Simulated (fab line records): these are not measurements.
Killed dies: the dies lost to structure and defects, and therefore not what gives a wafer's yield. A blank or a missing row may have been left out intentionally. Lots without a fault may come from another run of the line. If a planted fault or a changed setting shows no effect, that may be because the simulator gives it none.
Split-lot trial | flow sky130 | 27 wafers read from 5 lots, route of 708 steps

ABOUT THE SPLIT
At SKY_GATE_OXIDE_OXIDATION_01 (stabilise 600 s, purge 300 s, target thk 10.268 nm), the setting ox-time-s was moved away from the recipe's 1473 s on 6 of the 27 wafers read, by -53.8%. All remaining wafers had this setting at the recipe value.

No step appears in the file between the split and the reading.

THE READING
GATE_OXIDE_OXIDATION_00_THK (nm), taken at SKY_GATE_OXIDE_THK_MEAS_02. Fault-free wafers of this fab line usually give 10.20 nm, standard deviation 0.2 nm.

wafer  | tool, chamber at the split | ox-time-s as run, s | against the recipe | GATE_OXIDE_OXIDATION_00_THK, nm | against lot-mates on the recipe
L074.1 | -, -                       | 1473                | recipe             | 10.30                           | -
L074.2 | -, -                       | 1473                | recipe             | 10.32                           | -
L074.3 | -, -                       | 1473                | recipe             | 10.40                           | -
L074.4 | -, -                       | 1473                | recipe             | 10.40                           | -
L074.5 | -, -                       | 1473                | recipe             | 10.23                           | -
L074.6 | -, -                       | 1473                | recipe             | 10.48                           | -
L075.1 | furnace-02, 0              | 1473                | recipe             | 10.03                           | -
L075.3 | furnace-02, 0              | 1473                | recipe             | 9.99                            | -
L075.6 | furnace-02, 0              | 1473                | recipe             | 10.13                           | -
L078.1 | -, -                       | 680.7               | -53.8%             | 5.75                            | no lot-mate on the recipe
L078.2 | -, -                       | 680.7               | -53.8%             | 5.91                            | no lot-mate on the recipe
L078.3 | -, -                       | 680.7               | -53.8%             | 5.91                            | no lot-mate on the recipe
L078.4 | -, -                       | 680.7               | -53.8%             | 5.76                            | no lot-mate on the recipe
L078.5 | -, -                       | 680.7               | -53.8%             | 5.99                            | no lot-mate on the recipe
L078.6 | -, -                       | 680.7               | -53.8%             | 5.75                            | no lot-mate on the recipe
L081.1 | -, -                       | 1473                | recipe             | 10.05                           | -
L081.2 | -, -                       | 1473                | recipe             | 10.08                           | -
L081.3 | -, -                       | 1473                | recipe             | 10.04                           | -
L081.4 | -, -                       | 1473                | recipe             | 9.88                            | -
L081.5 | -, -                       | 1473                | recipe             | 10.02                           | -
L081.6 | -, -                       | 1473                | recipe             | 10.02                           | -
L084.1 | -, -                       | 1473                | recipe             | 10.39                           | -
L084.2 | -, -                       | 1473                | recipe             | 10.46                           | -
L084.3 | -, -                       | 1473                | recipe             | 10.58                           | -
L084.4 | -, -                       | 1473                | recipe             | 10.44                           | -
L084.5 | -, -                       | 1473                | recipe             | 10.55                           | -
L084.6 | -, -                       | 1473                | recipe             | 10.62                           | -

THE FIT
A straight line over all 27 wafers: GATE_OXIDE_OXIDATION_00_THK changes by +0.082 nm for each +1% of ox-time-s; r = +0.99; the points scatter about the line by 0.21 nm.
Too few moved wafers have a lot-mate on the recipe to fit a line with each lot's own level taken away.

THE WHOLE CHAIN: every reading that the file lists as answering this split, in the file's order
step                        | what it does                                       | reading                                                                                 | change (the file's fit)                | r (the file's)
SKY_GATE_OXIDE_OXIDATION_01 | stabilise 600 s, purge 300 s, target thk 10.268 nm | SiO2_of_GATE_OXIDE_OXIDATION_01.thk-nm (the simulator's own value, which no gauge read) | +0.0825 nm for each +1% of the setting | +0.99
SKY_GATE_OXIDE_THK_MEAS_02  |                                                    | GATE_OXIDE_OXIDATION_00_THK                                                             | +0.0821 for each +1% of the setting    | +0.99
SKY_GATE_OXIDE_OXIDATION_16 | stabilise 600 s, purge 300 s, target thk 3.57 nm   | SiO2_of_GATE_OXIDE_OXIDATION_01.thk-nm (the simulator's own value, which no gauge read) | +0.0745 nm for each +1% of the setting | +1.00

FILE'S OWN FIT
GATE_OXIDE_OXIDATION_00_THK changes by +0.0821 nm for each +1% of ox-time-s, r = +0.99.
